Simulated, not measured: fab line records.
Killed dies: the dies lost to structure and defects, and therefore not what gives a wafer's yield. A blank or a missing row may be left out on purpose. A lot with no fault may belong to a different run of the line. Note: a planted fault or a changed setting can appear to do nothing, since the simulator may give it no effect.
Chamber matching / flow sky130 / SKY_CONTACT_CVD_00 on pecvd-03 has 3 sister chambers
The step deposits Si3N4, target thk 75 nm. 6 wafers are shown with their chamber, then 7 later ones without.

WAFERS PAIRED WITH THEIR CHAMBERS
wafer=L076.6; chamber=2; heater-power-w (W)=625
wafer=L080.6; chamber=0; heater-power-w (W)=735
wafer=L087.3; chamber=2; heater-power-w (W)=591
wafer=L087.6; chamber=1; heater-power-w (W)=773
wafer=L091.3; chamber=0; heater-power-w (W)=746
wafer=L091.5; chamber=1; heater-power-w (W)=855

WAFERS WHOSE CHAMBER IS MISSING
wafer=L091.6; heater-power-w (W)=642
wafer=L093.1; heater-power-w (W)=597
wafer=L093.2; heater-power-w (W)=807
wafer=L093.4; heater-power-w (W)=777
wafer=L097.3; heater-power-w (W)=647
wafer=L097.4; heater-power-w (W)=877
wafer=L097.5; heater-power-w (W)=667

WHICH CHAMBER EACH WENT THROUGH
wafer=L091.6; from the rows above=can't be placed: 2 or 0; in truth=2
wafer=L093.1; from the rows above=2; in truth=2
wafer=L093.2; from the rows above=can't be placed: 1 or 0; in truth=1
wafer=L093.4; from the rows above=can't be placed: 0 or 1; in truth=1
wafer=L097.3; from the rows above=can't be placed: 2 or 0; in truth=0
wafer=L097.4; from the rows above=1; in truth=1
wafer=L097.5; from the rows above=can't be placed: 2 or 0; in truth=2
Placed correctly: 2 of 7. Unplaceable from these rows: 5, with the true chamber sitting among the candidates in 5. Number placed wrongly: 0.
How it was worked out, from the rows above alone: a wafer's distance from a chamber is the root of the sum, over the readings, of the square of ((its reading less the chamber's mean) divided by the reading's scatter). The wafer belongs to the nearest chamber; if the next one is less than 2 further off, it can't be placed. For every chamber, the mean is computed from those of its wafers that are shown. The scatter: the root of (the sum of the squares of (reading less its chamber's mean) over the shown wafers, divided by (wafers less chambers)).
